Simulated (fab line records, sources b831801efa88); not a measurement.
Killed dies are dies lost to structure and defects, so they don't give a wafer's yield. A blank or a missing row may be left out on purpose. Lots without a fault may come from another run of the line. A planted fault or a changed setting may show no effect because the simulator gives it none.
fab line records | flow sky130
record lots=6 wafers=18 last_day=50
route steps=708 shown CAP2M@620 METAL4@621 PAD_OPEN@708
lots that met no fault: from a run of the same line without faults
start_h: hours from the record's first day to the start of the lot's first wafer shown | wait_h: hours since the lot's step before | " the same as in the row above | L1.1+2: a row that stands for several wafers | - no value, or no start given | * or withheld: withheld | < > ~ a bound
route shown NAME@n: a module of which the file shows steps, and the number in the route of the first | usual: mean/standard deviation of fault-free wafers | same: alike in all rows | chamber/n: place in a boat | sites: the reading at each site | _std_site: their standard deviation | _edge_site: outer sites' mean less inner sites' | radius_mm: how far each site lies from the wafer's centre | mask NAME#n: copy n | behind: the tool/chamber that last shaped the wafer | hold: why the lot was held/for how many hours/how that ended | device: the transistor (n, p or np) that didn't switch | end of line: the same wafers' tests at the end of the route | a step without rows: its recipe alone | killed: dies lost to structure and defects at the first sort, not the wafer's yield | map: a wafer's dies, x killed, . not, _ none there
set.NAME: the setting as run; set.NAME@STEP: as run at that earlier step | model.NAME: the simulator's own value behind a step, which no gauge read
lots at some steps of the route; a table a step, a row a wafer
services: from which hour (start_h, from the record's first day; less than 0 if before it) a tool's chamber was out of use, for how many hours, and why
## steps
# step SKY_CAP2M_CLEAN_17
# recipe chemistry=O3/DIW dry=n2_spin
# step SKY_METAL4_DEHYDRATE_05
# recipe temp_c=200 time_s=60
# step SKY_METAL4_HMDS_06
# recipe prime_time_s=60 prime_temp_c=120
# step SKY_METAL4_COAT_07
# recipe resist=BARC temp_c=withheld time_s=withheld spin_rpm=3000 resist_thk_nm=60
# step SKY_METAL4_COAT_08
# recipe resist=KrF-thick spin_rpm=3000 resist_thk_nm=1140
# step SKY_METAL4_SOFTBAKE_09
# recipe temp_c=100 time_s=90 resist=KrF-thick
# step SKY_METAL4_EXPOSE_10
# recipe mask_id=MM4 na=0.68 source_shape=annular sigma_inner=0.4 sigma_outer=0.8 target_cd_nm=300 dose_mj=28
# step SKY_METAL4_PEB_11
# recipe peb_temp_c=withheld peb_time_s=withheld resist=KrF-thick
# step SKY_METAL4_DEVELOP_12
# recipe develop_time_s=60 resist=KrF-thick dev_temp_c=21
# step SKY_METAL4_CD_MEAS_13
# recipe target_cd_nm=300
# usual cd_nm=299.7/1.3
# columns lot.wafer tool chamber start_h wait_h cd_nm
L583.1 cd_sem-02 - 981.39 - 299.6
L583.3 " - " " 300.9
L583.4 " - " " 298.4
L592.3 cd_sem-02 - 1042.43 - 301.6
L592.4 " - " " 301.7
L592.6 " - " " 300.4
L596.4 cd_sem-01 - 1068.54 - 298.1
L596.5 " - " " 298.5
L596.6 " - " " 299.4
L597.1 cd_sem-02 - 1076.13 - 300.9
L597.3 " - " " 299.9
L597.4 " - " " 299.4
L604.3 cd_sem-01 - 1122.13 - 295.7
L604.4 " - " " 296.0
L604.6 " - " " 297.5
L605.1 cd_sem-02 - 1122.76 - 300.3
L605.2 " - " " 301.5
L605.4 " - " " 301.1
# step SKY_METAL4_OVL_MEAS_14
# usual METAL4_OVL=-3/5.4
# columns lot.wafer tool chamber start_h wait_h METAL4_OVL[nm]
L583.1 overlay-02 - 981.51 0.1 -6
L583.3 " - " " 0
L583.4 " - " " -13
L592.3 overlay-02 - 1042.52 0.1 -6
L592.4 " - " " 0
L592.6 " - " " -9
L596.4 overlay-01 - 1068.62 0.1 -9
L596.5 " - " " -5
L596.6 " - " " -1
L597.1 overlay-02 - 1076.25 0.1 7
L597.3 " - " " 2
L597.4 " - " " 2
L604.3 overlay-02 - 1122.22 0.1 4
L604.4 " - " " 4
L604.6 " - " " 1
L605.1 overlay-01 - 1122.88 0.1 4
L605.2 " - " " 0
L605.4 " - " " -7
# step SKY_METAL4_DESCUM_15
# recipe chemistry=O2 source_power_w=150 bias_power_w=0 pressure_mtorr=10 temp_c=40 time_s=8
# usual drypump_motor_current_A=5.7/0.31 he_backside_leak_sccm=3.40/0.29 oes_product_au=0.996/0.0094
# columns lot.wafer tool chamber start_h wait_h drypump_motor_current_A he_backside_leak_sccm oes_product_au rf_hours_counter_h
L583.1 rie_metal-01 1 981.54 0.0 6.0 3.35 0.999 17
L583.3 " 0 " " 5.2 3.71 0.982 -
L583.4 " 1 " " 5.9 3.39 1.004 -
L592.3 rie_metal-02 1 1042.56 0.0 6.1 3.07 0.989 -
L592.4 " 0 " " 5.5 3.61 1.001 -
L592.6 " 0 " " 5.5 3.61 0.997 -
L596.4 rie_metal-02 1 1068.67 0.0 6.1 3.29 0.997 -
L596.5 " 1 " " 6.1 3.24 0.990 -
L596.6 " 1 " " 6.0 3.08 0.991 -
L597.1 rie_metal-02 1 1076.28 0.0 6.1 3.00 0.990 17
L597.3 " 1 " " 6.1 2.99 0.980 -
L597.4 " 1 " " 6.1 3.02 0.987 -
L604.3 rie_metal-01 0 1122.26 0.0 5.2 3.52 0.985 -
L604.4 " 1 " " 5.9 3.64 1.003 -
L604.6 " 0 " " 5.2 3.65 0.994 -
L605.1 rie_metal-01 0 1122.91 0.0 5.2 3.63 0.979 23
L605.2 " 1 " " 5.9 3.35 1.001 27
L605.4 " 0 " " 5.2 3.72 0.988 -
# step SKY_METAL4_ETCH_16
# recipe chemistry=N2/H2 target=BARC ion_energy_ev=200 bias_w=100 pressure_mtorr=30 n2_flow_sccm=100 h2_flow_sccm=200 icp_w=500 stop_on=SiO2 time_s=88.2 target_depth_a=600
# usual drypump_motor_current_A=5.7/0.31 he_backside_leak_sccm=3.41/0.2 oes_product_au=0.626/0.0045 run_length_s=116.8/0.3 throttle_valve_pct=13.205/0.0091
# columns lot.wafer tool chamber start_h wait_h drypump_motor_current_A he_backside_leak_sccm oes_product_au rf_hours_counter_h run_length_s throttle_valve_pct model.KrF-thick_of_METAL4_COAT_08.thk_nm model.METAL4.cd_nm model.etch.depth_nm
L583.1 rie_metal-01 1 981.58 0.0 6.0 3.60 0.623 17 116.9 13.194 1077 296.7 59.92
L583.3 " 0 " " 5.2 3.64 0.627 - 116.9 13.208 1074 302 59.82
L583.4 " 1 " " 6.0 3.53 0.624 - 116.6 13.202 1073 296.5 59.77
L592.3 rie_metal-02 1 1042.61 0.0 6.1 3.25 0.620 - 117.2 13.198 1077 300.9 59.84
L592.4 " 0 " " 5.5 3.24 0.618 - 116.9 13.203 1079 302.4 60.21
L592.6 " 0 " " 5.6 3.37 0.632 - 116.7 13.205 1073 300.6 60.1
L596.4 rie_metal-02 1 1068.80 0.1 6.1 3.18 0.994 - 61.8 13.262 1107 308.5 55.34
L596.5 " 1 " " 6.1 3.17 0.992 - 61.6 13.252 1111 309 55.4
L596.6 " 1 " " 6.1 3.10 0.987 - 61.9 13.242 1112 309.6 55.05
L597.1 rie_metal-02 1 1076.35 0.1 6.1 3.75 0.997 17 61.9 13.240 1106 310.1 55.5
L597.3 " 1 " " 6.1 3.83 0.992 - 61.7 13.246 1103 308.5 55.71
L597.4 " 1 " " 6.1 3.60 0.992 - 61.7 13.243 1102 308.2 55.26
L604.3 rie_metal-01 0 1122.31 0.0 5.2 3.70 0.623 - 117.1 13.197 1082 296.1 60.16
L604.4 " 1 " " 6.0 3.31 0.622 - 116.9 13.207 1079 293.9 60.06
L604.6 " 0 " " 5.2 3.69 0.627 - 116.7 13.191 1082 298 60.01
L605.1 rie_metal-01 0 1122.94 0.0 5.2 3.64 0.629 23 116.8 13.196 1084 302.6 60.19
L605.2 " 1 " " 5.9 3.53 0.624 27 116.6 13.201 1082 299.5 60.36
L605.4 " 0 " " 5.2 3.79 0.623 - 117.4 13.203 1085 301.6 60.31
# step SKY_METAL4_ETCH_17
# recipe target=SiO2 stop_on=TiN chemistry=C4F8/O2/Ar source_w=1500 bias_w=1200 pressure_mtorr=40 c4f8_flow_sccm=withheld O2_flow_sccm=6 Ar_flow_sccm=300 time_s=3.9 target_depth_a=150
# usual oes_product_au=0.757/0.0078
# columns lot.wafer tool chamber start_h wait_h oes_product_au rf_hours_counter_h
L583.1 rie_diel-02 1 981.67 0.1 0.758 15
L583.3 " 2 " " 0.757 21
L583.4 " 0 " " 0.771 8
L592.3 rie_diel-02 3 1042.68 0.0 0.749 22
L592.4 " 2 " " 0.758 23
L592.6 " 3 " " 0.755 -
L596.4 rie_diel-02 0 1068.89 0.1 0.699 11
L596.5 " 1 " " 0.705 -
L596.6 " 2 " " 0.688 -
L597.1 rie_diel-01 0 1076.54 0.2 0.717 19
L597.3 " 3 " " 0.727 18
L597.4 " 3 " " 0.723 -
L604.3 rie_diel-02 0 1122.38 0.0 0.756 13
L604.4 " 1 " " 0.756 19
L604.6 " 1 " " 0.766 -
L605.1 rie_diel-03 0 1123.04 0.1 0.753 23
L605.2 " 2 " " 0.766 10
L605.4 " 3 " " 0.755 18
# step SKY_METAL4_METAL_ETCH_18
# recipe target_depth_a=8450 stop_on=SiO2 over_etch_frac=0.3 time_s=183.1 chemistry=Cl2/BCl3 resist_sidewall_deg=88 pressure_mtorr=10 icp_w=900 bias_w=48.5 Cl2_flow_sccm=60 bcl3_flow_sccm=30
# usual drypump_motor_current_A=5.7/0.31 he_backside_leak_sccm=3.44/0.21 oes_product_au=0.865/0.0066 run_length_s=211.7/0.31 throttle_valve_pct=22.264/0.0093
# columns lot.wafer tool chamber start_h wait_h drypump_motor_current_A he_backside_leak_sccm oes_product_au rf_hours_counter_h run_length_s throttle_valve_pct model.KrF-thick_of_METAL4_COAT_08.thk_nm model.METAL4.cd_nm
L583.1 rie_metal-03 0 981.69 0.0 5.7 3.33 0.870 12 211.7 22.295 534.6 295.9
L583.3 " 1 " " 5.7 3.21 0.867 - 211.3 22.270 523.2 304.6
L583.4 " 0 " " 5.7 3.45 0.861 - 211.7 22.255 528.9 297.9
L592.3 rie_metal-01 1 1042.75 0.1 6.0 3.42 0.864 - 211.6 22.259 522.1 303.5
L592.4 " 0 " " 5.2 3.71 0.871 - 211.8 22.265 537.4 306.4
L592.6 " 0 " " 5.2 3.61 0.872 - 211.7 22.273 528 304.3
L596.4 rie_metal-01 0 1068.97 0.1 5.2 3.67 0.787 - 212.1 22.260 566.1 314.4
L596.5 " 0 " " 5.2 3.63 0.807 - 211.7 22.276 574.2 315.7
L596.6 " 1 " " 5.9 3.50 0.779 - 211.4 22.279 556.2 315
L597.1 rie_metal-01 0 1076.56 0.0 5.2 3.72 0.819 19 211.5 22.257 566.9 314.6
L597.3 " 0 " " 5.2 3.71 0.826 - 211.6 22.261 565.2 314.8
L597.4 " 1 " " 6.0 3.53 0.816 - 211.5 22.275 548.2 310.4
L604.3 rie_metal-02 0 1122.45 0.1 5.5 3.62 0.861 - 211.7 22.255 534.1 302.6
L604.4 " 1 " " 6.1 3.37 0.880 - 211.7 22.247 543.7 284.6
L604.6 " 0 " " 5.6 3.78 0.869 - 211.9 22.269 532.2 303.4
L605.1 rie_metal-02 0 1123.06 0.0 5.5 3.12 0.865 20 211.6 22.244 536 308.7
L605.2 " 1 " " 6.1 3.38 0.878 20 211.8 22.282 540 292.5
L605.4 " 1 " " 6.1 3.08 0.861 - 211.7 22.283 546.2 293.5
# step SKY_METAL4_STRIP_19
# recipe chemistry=O2/N2 power_w=1400 pressure_mtorr=1500 platen_temp_c=withheld o2_flow_sccm=3000 n2_flow_sccm=300 overash_fraction=0.5
# usual drypump_motor_current_A=5.7/0.49 oes_product_au=0.503/0.0063 strip_time_to_endpoint_s=6.56/0.088
# same overash_fraction=0.5
# columns lot.wafer tool chamber start_h wait_h drypump_motor_current_A oes_product_au rf_hours_counter_h strip_time_to_endpoint_s
L583.1 plasma_asher-01 1 981.87 0.1 6.3 0.499 118 6.60
L583.3 " 1 " " 6.4 0.500 - 6.50
L583.4 " 0 " " 6.1 0.504 - 6.55
L592.3 plasma_asher-01 0 1042.91 0.1 6.2 0.500 - 6.47
L592.4 " 1 " " 6.3 0.506 - 6.62
L592.6 " 0 " " 6.2 0.506 - 6.55
L596.4 plasma_asher-02 1 1069.12 0.1 5.7 0.516 - 6.93
L596.5 " 0 " " 4.9 0.524 - 7.01
L596.6 " 1 " " 5.7 0.516 - 6.82
L597.1 plasma_asher-01 1 1076.74 0.1 6.3 0.515 1 6.91
L597.3 " 0 " " 6.2 0.514 - 6.92
L597.4 " 1 " " 6.3 0.511 - 6.74
L604.3 plasma_asher-02 0 1122.61 0.1 4.9 0.512 - 6.61
L604.4 " 1 " " 5.7 0.509 - 6.71
L604.6 " 1 " " 5.7 0.502 - 6.58
L605.1 plasma_asher-03 1 1123.24 0.1 5.7 0.502 96 6.63
L605.2 " 0 " " 6.0 0.511 96 6.68
L605.4 " 1 " " 5.7 0.501 - 6.74
# step SKY_METAL4_STRIP_20
# recipe chemistry=post_etch_residue_remover time_s=1200 temp_c=72.5
# step SKY_PAD_OPEN_PROBE_99
# usual defect_limited_yield=82.9/2 killed_at_M0_to_M3=42/7.4 killed_at_M4_up=3.3/2.1 killed_at_contacts=24/5.3 killed_at_front_end=15/4.5 killed_at_other=0.3/0.57 killed_dies=84/10 killed_on_rim=17/3.8 killed_open=46/7.5 killed_short=38/6.4 sort_bin_3_pad_short=0.9/0.44 sort_bin_5_function=10.2/1.5 sort_bin_6_memory=6.0/1.1 sort_n_pass=408/10 sort_yield_pct=82.9/2
# same gross_dies=492 killed_at_back_side=0 sort_bin_4_leakage[%]=0 sort_bin_8_speed[%]=0
# columns lot.wafer tool chamber start_h wait_h defect_limited_yield[%] killed_at_M0_to_M3 killed_at_M4_up killed_at_contacts killed_at_front_end killed_at_other killed_dies killed_on_rim killed_open killed_short sort_bin_3_pad_short[%] sort_bin_5_function[%] sort_bin_6_memory[%] sort_n_pass sort_yield_pct[%] model.etest.tester.sort_n_pass model.etest.tester.sort_yield_pct model.etest.tester.sort_bin_5_pct model.etest.met4.width_nm model.etest.met4_comb.leak_log10_a_um
L583.1 prober-01 - 1075.59 0.1 81.3 42 10 26 14 0 92 17 54 38 0.6 10.6 7.5 400 81.3 400 81.3 10.57 294.6 -12.09
L583.3 prober-01 - 1075.69 0.2 80.5 42 6 26 22 0 96 19 59 35 0.6 12.4 6.5 396 80.5 396 80.49 12.4 303.8 -12.01
L583.4 prober-01 - 1075.74 0.2 85.4 30 4 23 15 0 72 11 41 31 0.4 8.5 5.7 420 85.4 420 85.37 8.537 299.9 -12.15
L592.3 prober-02 - 1131.57 0.2 81.1 42 4 30 17 0 93 19 51 42 1.2 11.8 5.9 399 81.1 399 81.1 11.79 305.2 -11.94
L592.4 prober-02 - 1131.62 0.2 83.7 35 3 23 19 0 80 16 51 29 0.4 9.1 6.7 412 83.7 412 83.74 9.146 305.4 -11.97
L592.6 prober-02 - 1131.72 0.2 82.9 36 4 22 22 0 84 8 42 42 0.2 11.0 5.9 408 82.9 408 82.93 10.98 299 -12
L596.4 prober-01 - 1155.21 0.2 56.5 38 136 27 13 0 214 56 40 43 1.4 35.8 6.3 278 56.5 278 56.5 35.77 315.7 -8.496
L596.5 prober-01 - 1155.26 0.2 55.5 50 136 24 8 1 219 74 51 33 1.0 38.0 5.5 273 55.5 273 55.49 38.01 316 -8.588
L596.6 prober-01 - 1155.31 0.2 51.6 38 157 25 18 0 238 70 42 41 0.6 42.3 5.5 254 51.6 254 51.63 42.28 310.5 -8.3
L597.1 prober-02 - 1160.41 0.1 65.7 42 96 22 8 1 169 39 41 33 0.6 27.4 6.3 323 65.7 323 65.65 27.44 314.4 -9.184
L597.3 prober-02 - 1160.51 0.2 69.7 33 80 19 17 0 149 43 41 29 0.6 25.8 3.9 343 69.7 343 69.72 25.81 312.6 -9.151
L597.4 prober-02 - 1160.56 0.2 57.5 46 126 27 10 0 209 41 51 38 1.4 34.3 6.7 283 57.5 283 57.52 34.35 306.1 -8.813
L604.3 prober-01 - 1196.18 0.2 86.0 40 1 24 4 0 69 7 47 22 0.8 8.9 4.3 423 86.0 423 85.98 8.943 303.1 -12.01
L604.4 prober-01 - 1196.23 0.2 86.6 35 2 18 11 0 66 14 36 30 0.4 7.5 5.5 426 86.6 426 86.59 7.52 285.7 -11.94
L604.6 prober-01 - 1196.33 0.2 83.9 38 5 21 15 0 79 15 37 42 1.2 11.0 3.9 413 83.9 413 83.94 10.98 307.5 -12.08
L605.1 prober-02 - 1199.05 0.1 79.5 51 4 31 15 0 101 18 67 34 1.0 10.8 8.7 391 79.5 391 79.47 10.77 309.1 -11.88
L605.2 prober-02 - 1199.10 0.1 82.5 49 2 16 19 0 86 13 47 38 1.2 9.3 6.9 406 82.5 406 82.52 9.35 291.3 -11.96
L605.4 prober-02 - 1199.20 0.2 83.1 45 3 19 16 0 83 15 47 36 0.6 8.5 7.7 409 83.1 409 83.13 8.537 295.5 -12.13
# killed by level:class
L583.1 LI_CONTACT:geometric_particle:open=10 VIA3:geometric_particle:open=10 VIA1:geometric_particle:open=8 VIA2:geometric_particle:open=8 METAL4:geometric_particle:short=8 CONTACT:geometric_particle:open=7 POLY_GATE:geometric_particle:open=6 VIA1:geometric_particle:short=5
L583.3 VIA1:geometric_particle:open=12 CONTACT:geometric_particle:open=9 VIA3:geometric_particle:open=8 LI_CONTACT:geometric_particle:open=7 POLY_GATE:geometric_particle:open=6 LOCAL_INTERCONNECT:geometric_particle:short=6 METAL4:geometric_particle:short=6 FIELD_ISO:geometric_particle:open=5
L583.4 LI_CONTACT:geometric_particle:open=9 VIA1:geometric_particle:open=9 FIELD_ISO:geometric_particle:short=6 FIELD_ISO:geometric_particle:open=5 CONTACT:geometric_particle:short=5 CONTACT:geometric_particle:open=5 VIA2:geometric_particle:short=3 METAL4:geometric_particle:open=3
L592.3 VIA1:geometric_particle:open=12 CONTACT:geometric_particle:open=10 LI_CONTACT:geometric_particle:open=10 FIELD_ISO:geometric_particle:short=8 LOCAL_INTERCONNECT:geometric_particle:short=5 VIA3:geometric_particle:short=5 METAL2:geometric_particle:short=5 VIA3:geometric_particle:open=5
L592.4 VIA3:geometric_particle:open=10 CONTACT:geometric_particle:open=8 VIA1:geometric_particle:open=7 FIELD_ISO:geometric_particle:open=6 LI_CONTACT:geometric_particle:open=5 CONTACT:geometric_particle:short=5 VIA2:geometric_particle:open=5 FIELD_ISO:geometric_particle:short=4
L592.6 VIA1:geometric_particle:open=15 FIELD_ISO:geometric_particle:open=7 LI_CONTACT:geometric_particle:open=7 FIELD_ISO:geometric_particle:short=6 CONTACT:geometric_particle:open=5 POLY_GATE:geometric_particle:short=4 LOCAL_INTERCONNECT:geometric_particle:short=4 CONTACT:geometric_particle:short=4
L596.4 METAL4:area_etch=131 CONTACT:geometric_particle:open=11 VIA1:geometric_particle:short=6 CONTACT:geometric_particle:short=5 VIA3:geometric_particle:open=5 VIA1:geometric_particle:open=5 LI_CONTACT:geometric_particle:short=4 METAL1:geometric_particle:short=4
L596.5 METAL4:area_etch=134 VIA1:geometric_particle:open=11 CONTACT:geometric_particle:open=9 LI_CONTACT:geometric_particle:open=8 METAL2:geometric_particle:short=8 VIA3:geometric_particle:open=6 VIA2:geometric_particle:short=6 VIA2:geometric_particle:open=6
L596.6 METAL4:area_etch=155 VIA1:geometric_particle:open=10 CONTACT:geometric_particle:open=9 METAL2:geometric_particle:short=7 CONTACT:geometric_particle:short=6 LI_CONTACT:geometric_particle:open=5 POLY_GATE:geometric_particle:short=5 POLY_GATE:geometric_particle:open=4
L597.1 METAL4:area_etch=95 VIA1:geometric_particle:open=11 CONTACT:geometric_particle:open=9 VIA1:geometric_particle:short=6 VIA3:geometric_particle:open=5 METAL1:geometric_particle:short=4 VIA2:geometric_particle:open=4 CONTACT:geometric_particle:short=3
L597.3 METAL4:area_etch=79 LI_CONTACT:geometric_particle:open=9 VIA1:geometric_particle:open=8 VIA1:geometric_particle:short=5 VIA3:geometric_particle:open=5 FIELD_ISO:geometric_particle:open=4 CONTACT:geometric_particle:open=4 METAL1:geometric_particle:short=4
L597.4 METAL4:area_etch=120 VIA1:geometric_particle:open=15 CONTACT:geometric_particle:open=10 LI_CONTACT:geometric_particle:open=8 METAL2:geometric_particle:short=7 VIA2:geometric_particle:open=6 METAL4:geometric_particle:short=5 CONTACT:geometric_particle:short=4
L604.3 VIA1:geometric_particle:open=13 LI_CONTACT:geometric_particle:open=9 CONTACT:geometric_particle:open=6 VIA2:geometric_particle:open=6 VIA3:geometric_particle:open=6 METAL2:geometric_particle:short=5 CONTACT:geometric_particle:short=3 METAL1:geometric_particle:short=3
L604.4 VIA1:geometric_particle:open=11 METAL2:geometric_particle:short=6 FIELD_ISO:geometric_particle:short=4 LI_CONTACT:geometric_particle:open=4 CONTACT:geometric_particle:open=4 METAL1:geometric_particle:short=4 VIA2:geometric_particle:open=4 VIA3:geometric_particle:open=4
L604.6 VIA1:geometric_particle:open=11 METAL1:geometric_particle:short=8 CONTACT:geometric_particle:open=6 LOCAL_INTERCONNECT:geometric_particle:short=6 CONTACT:geometric_particle:short=6 POLY_GATE:geometric_particle:short=5 METAL2:geometric_particle:short=5 VIA3:geometric_particle:open=5
L605.1 CONTACT:geometric_particle:open=21 VIA1:geometric_particle:open=13 VIA1:geometric_particle:short=7 VIA2:geometric_particle:open=7 FIELD_ISO:geometric_particle:open=6 LI_CONTACT:geometric_particle:open=5 VIA3:geometric_particle:open=5 METAL1:geometric_particle:open=4
L605.2 VIA1:geometric_particle:open=10 VIA3:geometric_particle:open=10 METAL1:geometric_particle:short=8 FIELD_ISO:geometric_particle:open=6 VIA2:geometric_particle:open=6 VIA3:geometric_particle:short=6 FIELD_ISO:geometric_particle:short=5 LI_CONTACT:geometric_particle:open=5
L605.4 CONTACT:geometric_particle:open=11 VIA3:geometric_particle:open=10 POLY_GATE:geometric_particle:short=7 VIA1:geometric_particle:short=6 VIA2:geometric_particle:open=6 METAL1:geometric_particle:short=5 LI_CONTACT:geometric_particle:open=4 VIA1:geometric_particle:open=4
# map L596.6 (x killed, . not)
__________xxxxxx...._________
________xxxxxx.x...x.x_______
______x.x.xxxx....xx.x.._____
_____x.x.xxxxx..x.x...xxx____
____..xx..x....x...x.xxxx.___
___x.xxxx.....x..........x.__
__xx..x....x....x..x.....xxx_
_xx...x.x........xx....x..x.x
_......x..xxx...xxx....x.....
_xxx......x.xx.x..x..xxx..x.x
_x...x........x...x.....x.xxx
_...x.........xx........xx.xx
_x..x...x.......x...x.x..xxxx
_xx.....x.x.xx.x..xxx.x..xxxx
_xxx.x...x...x.x.xxx..xxxx.xx
__xxx...x.x.xxx....x.xx.xxxx_
___xxx.xx.xxx.xxxxxx.x..xxx__
____xx.xxxxxxxxxxx...xxx.x___
_____xx...xx.x.x...xxxxxx____
______xxxxxxxx..x..x.xxx_____
________xxxxxxx.xxx.xx_______
__________.x.x.xx..._________
# map L597.4 (x killed, . not)
__________xxxxx..x.x_________
________xxx...x......._______
______x.xxxx.x......x..._____
_____..xxxxxxx....x......____
____.xxxxxxxxx.x.x...xx..x___
___..x..x.........x...x.xx.__
__x......x.x..xx.x.x.xxx...._
_...x.....x....xx..x...x...x.
_....x...xx.x.....x.xxx.xx.xx
_......xxx...x.x.x.xxxx...x..
_..x.............x.x...xx.xx.
_....xx.x..xx..xx...xx.x...x.
_......x.....xx..x.xx..x.xx..
_x.....xxx.xxxxx.xxxxx...xx.x
_x..x.......x..xxxx.x...xxxxx
__.xx.....x...xx.xxxx..x.xx._
___x....x....x..xxx..xxxx.x__
____........x.x..x.xxxxxxx___
_____.x.x..x.x.xxx.xxxxxx____
______......xxxxxxx.xxxx_____
________..x.x....xx.xx_______
__________xx....x..._________
## services
# columns tool chamber start_h hours kind
rie_diel-02 1 959.72 6.5 repair
rie_diel-02 3 967.04 4.9 repair
plasma_asher-01 - 968.18 7.1 repair
plasma_asher-03 - 986.46 5.3 repair
plasma_asher-03 - 1011.52 2.3 repair
rie_diel-02 1 1012.89 4.4 repair
rie_diel-01 0 1018.28 12.3 repair
rie_diel-03 - 1028.44 2.8 pm
plasma_asher-01 - 1055.35 9.0 pm
plasma_asher-01 0 1055.35 9.0 vent_cycle
plasma_asher-01 1 1055.35 9.0 vent_cycle
rie_diel-01 0 1056.91 7.2 repair
rie_diel-01 - 1059.97 2.8 pm
plasma_asher-01 0 1064.35 - clean
plasma_asher-01 1 1064.35 - clean
rie_diel-01 2 1075.00 7.4 repair
rie_diel-02 2 1084.76 - clean
rie_diel-02 2 1084.76 11.5 scheduled_down
rie_diel-02 2 1084.76 11.5 vent_cycle
plasma_asher-02 - 1097.00 2.8 pm
rie_diel-02 3 1099.56 - clean
rie_diel-02 3 1099.56 20.0 scheduled_down
rie_diel-02 3 1099.56 20.0 vent_cycle
rie_diel-01 2 1104.89 6.5 repair
## key
first_sign step=SKY_METAL4_ETCH_16 reading=run_length_s direction=down sigmas=99+ usual=* struck=*
effect step=SKY_METAL4_ETCH_16 reading=oes_product_au direction=up sigmas=81 usual=0.626 struck=0.992
effect step=SKY_METAL4_ETCH_17 reading=oes_product_au direction=down sigmas=6 usual=0.757 struck=0.710
effect step=SKY_METAL4_METAL_ETCH_18 reading=oes_product_au direction=down sigmas=8.9 usual=0.865 struck=0.806
effect step=SKY_METAL4_STRIP_19 reading=strip_time_to_endpoint_s direction=up sigmas=3.8 usual=* struck=*
effect step=SKY_PAD_OPEN_PROBE_99 reading=killed_at_M4_up direction=up sigmas=57 usual=3.3 struck=121.8
model_effect step=SKY_METAL4_ETCH_16 value=KrF-thick_of_METAL4_COAT_08.thk_nm without=1076 struck=1107
model_effect step=SKY_METAL4_METAL_ETCH_18 value=KrF-thick_of_METAL4_COAT_08.thk_nm without=532 struck=562.8
model_effect step=SKY_PAD_OPEN_PROBE_99 value=etest.tester.sort_n_pass without=411.3 struck=292.3
more_kills_born_at SKY_METAL4_ETCH_16@rie_metal-02=714
met_at SKY_METAL4_ETCH_16
struck_wafers L596.4,L596.5,L596.6,L597.1,L597.3,L597.4
onset_between 1042.61 1068.80
fault kind=process_parameter_drift tool=rie_metal-02 chamber=- onset_h=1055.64 steps=SKY_METAL4_ETCH_16 channel=time_s offset=* shape=step end_h=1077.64 acts_in=* stated=*
